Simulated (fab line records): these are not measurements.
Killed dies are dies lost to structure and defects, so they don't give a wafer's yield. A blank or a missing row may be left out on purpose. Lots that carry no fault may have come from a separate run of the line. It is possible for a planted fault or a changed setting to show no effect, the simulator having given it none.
What tool caused it?    flow sky130    11 lots, 33 wafers sampled, at 5 steps of a route of 708

## WHAT THE GAUGES READ, wafer by wafer
SKY_METAL1_CD_MEAS_15: the cd target is 140 nm. Usual: 139.8 nm for cd-nm, sd 1.6.
lot   measured      on         cd-nm (nm)         flag
L963  day 32 13:59  cd-sem-02  138.6 137.9 138.9  
L964  day 32 23:44  cd-sem-02  141.4 141.0 139.9  
L967  day 34 04:52  cd-sem-01  141.7 143.1 143.2  
L968  day 34 19:03  cd-sem-02  138.6 137.1 136.4  
L969  day 34 21:47  cd-sem-01  141.6 140.3 142.0  
L970  day 35 09:17  cd-sem-01  139.7 138.1 138.0  
L971  day 35 14:05  cd-sem-02  139.6 140.3 139.5  
L983  day 39 03:05  cd-sem-01  139.0 138.2 138.2  
L984  day 39 11:54  cd-sem-01  139.3 141.7 140.8  
L985  day 39 19:42  cd-sem-01  138.0 137.2 136.6  
L986  day 40 00:28  cd-sem-02  139.8 140.0 140.6  

SKY_VIA2_THK_MEAS_01. Usual: VIA2_HDPCVD_THK gives 1178 nm (standard deviation 12).
lot   measured      on             VIA2_HDPCVD_THK (nm)           flag
L963  day 35 00:32  film-metro-02  1171 1167 1167                 
L964  day 35 09:11  film-metro-02  1178 1186 1170                 
L967  day 36 13:13  film-metro-04  1196 1195 1207                 
L968  day 37 02:38  film-metro-02  1166 1168 1169                 
L969  day 37 05:22  film-metro-03  1178 1175 1172                 
L970  day 37 17:35  film-metro-04  1457 1190 1201 1456 1191 1202  OFF
L971  day 37 22:11  film-metro-02  1191 1477 1191 1191 1478 1193  OFF
L983  day 41 08:03  film-metro-03  1172 1164 1171                 
L984  day 41 16:08  film-metro-02  1189 1197 1181                 
L985  day 42 00:47  film-metro-02  1171 1191 1185                 
L986  day 42 04:16  film-metro-03  1174 1173 1149                 

SKY_VIA2_BOW_MEAS_03. Usual: VIA2_BOW gives 86 um (standard deviation 7.7).
lot   measured      on             VIA2_BOW (um)  flag
L963  day 35 00:53  film-metro-03  90 85 87       
L964  day 35 09:33  film-metro-04  86 92 76       
L967  day 36 13:35  film-metro-03  81 86 75       
L968  day 37 02:59  film-metro-04  88 90 84       
L969  day 37 05:43  film-metro-04  85 76 81       
L970  day 37 21:21  film-metro-02  84 78 80       
L971  day 38 01:01  film-metro-02  85 88 71       
L983  day 41 08:25  film-metro-02  88 91 93       
L984  day 41 16:29  film-metro-02  93 97 76       
L985  day 42 01:09  film-metro-04  97 106 85      
L986  day 42 04:38  film-metro-04  80 91 84       

## TOOL THAT RAN EACH LOT (tool first, then ch and the chambers of the sampled wafers, then the start)
lot   SKY_METAL1_ETCH_18                 SKY_VIA2_HDPCVD_00
L963  rie-metal-03 ch 0,1, day 32 14:11  hdpcvd-02 ch 0,1, day 35 00:25
L964  rie-metal-04 ch 0,1, day 32 23:56  hdpcvd-01 ch 0,1, day 35 09:04
L967  rie-metal-03 ch 0,1, day 34 05:02  hdpcvd-01 ch 0,1,2, day 36 13:05
L968  rie-metal-01 ch 0,1, day 34 19:14  hdpcvd-02 ch 0,1, day 37 02:31
L969  rie-metal-04 ch 1, day 34 22:01    hdpcvd-01 ch 1,2, day 37 05:14
L970  rie-metal-03 ch 0,1, day 35 09:29  hdpcvd-01 ch 0,1,2, day 37 17:27
L971  rie-metal-03 ch 0,1, day 35 14:17  hdpcvd-01 ch 0,1, day 37 22:04
L983  rie-metal-01 ch 0,1, day 39 03:17  hdpcvd-01 ch 2, day 41 07:52
L984  rie-metal-04 ch 0,1, day 39 12:05  hdpcvd-02 ch 0,2, day 41 16:00
L985  rie-metal-03 ch 0,1, day 39 19:53  hdpcvd-01 ch 0,1,2, day 42 00:40
L986  rie-metal-03 ch 0,1, day 40 00:38  hdpcvd-02 ch 1,2, day 42 04:08
- SKY_METAL1_ETCH_18: etches BARC in N2/H2, stops on SiO2, time 45.9 s, target depth 60 nm.
- SKY_VIA2_HDPCVD_00: deposits SiO2, target thk 1180 nm, time 196.7 s.

## WHAT THE TOOLS THEMSELVES READ (means of the sampled wafers that have a number; where no wafer has one, the mark that the record gives instead)
SKY_METAL1_ETCH_18. Usual: drypump-motor-current-A 5.6 A, standard deviation 0.55; oes-product-au 0.854 a.u., standard deviation 0.0054; throttle-valve-pct 13.226 %, standard deviation 0.0087.
lot   tool          drypump-motor-current-A (A)  oes-product-au (a.u.)  throttle-valve-pct (%)  flag
L963  rie-metal-03  5.2                          0.852                  13.229                  
L964  rie-metal-04  5.9                          0.851                  13.225                  
L967  rie-metal-03  5.5                          0.859                  13.226                  
L968  rie-metal-01  5.2                          0.848                  13.224                  
L969  rie-metal-04  5.8                          0.852                  13.227                  
L970  rie-metal-03  5.2                          0.854                  13.231                  
L971  rie-metal-03  5.5                          0.859                  13.231                  
L983  rie-metal-01  5.8                          0.855                  13.226                  
L984  rie-metal-04  5.8                          0.855                  13.225                  
L985  rie-metal-03  5.2                          0.854                  13.225                  
L986  rie-metal-03  5.2                          0.855                  13.232                  

SKY_VIA2_HDPCVD_00. Usual: 224.5 s for run-length-s, sd 0.65.
lot   tool       run-length-s (s)  flag
L963  hdpcvd-02  223.9             
L964  hdpcvd-01  225.2             
L967  hdpcvd-01  224.7             
L968  hdpcvd-02  224.1             
L969  hdpcvd-01  224.3             
L970  hdpcvd-01  240.1             OFF
L971  hdpcvd-01  240.5             OFF
L983  hdpcvd-01  224.0             
L984  hdpcvd-02  224.3             
L985  hdpcvd-01  224.7             
L986  hdpcvd-02  223.9             

## THE ANSWER, worked out from the rows above alone
Rule: a lot counts as off when the mean over its wafers that have a number is more than 3 standard deviations away from the usual mean. A lot without any number at a reading at which 4 lots or more have one is off too. Any other lot the step has rows for is counted as sound. Order of review: gauges by route order, followed by the tools' own readings, for which a lot's mean as printed above is used. The first step at which some lot is off is used, and at that step the reading that is off furthest; a lot without a number counts as furthest.
Off: at SKY_VIA2_THK_MEAS_01 (VIA2_HDPCVD_THK), L970, L971.
If a tool, at a process step before that reading, ran all the lots that are off and no sound lot after the first of them, it fits. Not tried: the gauges at SKY_VIA2_THK_MEAS_01; whatever is off there is also off at SKY_VIA2_HDPCVD_00, on other tools, and gauge error can't account for it. No candidate that was tried fits.

## WHAT WAS PUT IN BY THE SIMULATOR
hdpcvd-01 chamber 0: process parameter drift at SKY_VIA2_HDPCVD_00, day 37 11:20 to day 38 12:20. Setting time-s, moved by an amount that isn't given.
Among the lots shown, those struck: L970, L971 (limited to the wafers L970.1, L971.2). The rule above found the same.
